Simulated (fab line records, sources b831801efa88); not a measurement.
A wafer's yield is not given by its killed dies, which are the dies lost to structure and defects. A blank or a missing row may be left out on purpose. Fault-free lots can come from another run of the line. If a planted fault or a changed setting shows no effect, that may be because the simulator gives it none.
The tool behind it: which one?	flow sky130	18 wafers from 6 lots sampled at 3 of the route's 708 steps

## WHAT EACH GAUGE READ, for each wafer
SKY_DNWELL_TW_MEAS_09.
lot	measured	on	DNWELL_TW
L219	day 3 22:14	filmMetro-01	1099 1104 1102
L222	day 4 09:52	filmMetro-04	1123 1125 1125
L227	day 5 20:40	filmMetro-01	30 30 30
L231	day 6 12:26	filmMetro-04	1124 1133 1131
L236	day 7 15:44	filmMetro-01	1104 1099 1099
L238	day 8 04:10	filmMetro-01	1119 1119 1119

## WHICH TOOL RAN EACH LOT (tool, then ch and the chambers of the sampled wafers, then the start)
lot	SKY_FIELD_ISO_ETCH_14	SKY_DNWELL_EXPOSE_04
L219	rieDiel-04 ch 0,1,3, day 2 21:23	ilineStepper-01 ch 0, day 3 14:07
L222	rieDiel-03 ch 0,1, day 3 11:05	ilineStepper-02 ch 0, day 4 01:35
L227	rieDiel-03 ch 0,2,3, day 4 14:37	ilineStepper-01 ch 0, day 5 12:01
L231	rieDiel-02 ch 1,3, day 5 10:20	ilineStepper-01 ch 0, day 6 03:36
L236	rieDiel-04 ch 0,1,3, day 6 13:20	ilineStepper-01 ch 0, day 7 06:35
L238	rieDiel-03 ch 0,1,3, day 7 00:01	ilineStepper-01 ch 0, day 7 17:05
- SKY_FIELD_ISO_ETCH_14: etches BARC in N2/H2, stops on SiO2, time 45.9 s, target depth 60 nm.
- SKY_DNWELL_EXPOSE_04: exposes mask DNM, target cd 3000 nm.

## THE ANSWER, worked out from the rows above alone
Rule: usual is defined by the lots themselves. Put in order of their means at a reading, lots are off if they are a third of the lots or fewer, leave a main group of 4 or more, and stand apart from it by a gap of 3 or more times the standard deviation of the main group's means; of several such gaps the widest counts. If all means in a main group match to the digits the tables above print for the reading, that group is not used. A lot without any number at a reading at which 4 lots or more have one is off too. All remaining lots with rows at the step are treated as sound.
Off: L227, at SKY_DNWELL_TW_MEAS_09 (DNWELL_TW). Mean 1115 and standard deviation 12 in the main group.
If a tool, at a process step before that reading, ran all the lots that are off and no sound lot after the first of them, it fits. Gauges at SKY_DNWELL_TW_MEAS_09: tried the same way as those tools. No candidate that was tried fits.

## WHAT WAS PUT IN BY THE SIMULATOR
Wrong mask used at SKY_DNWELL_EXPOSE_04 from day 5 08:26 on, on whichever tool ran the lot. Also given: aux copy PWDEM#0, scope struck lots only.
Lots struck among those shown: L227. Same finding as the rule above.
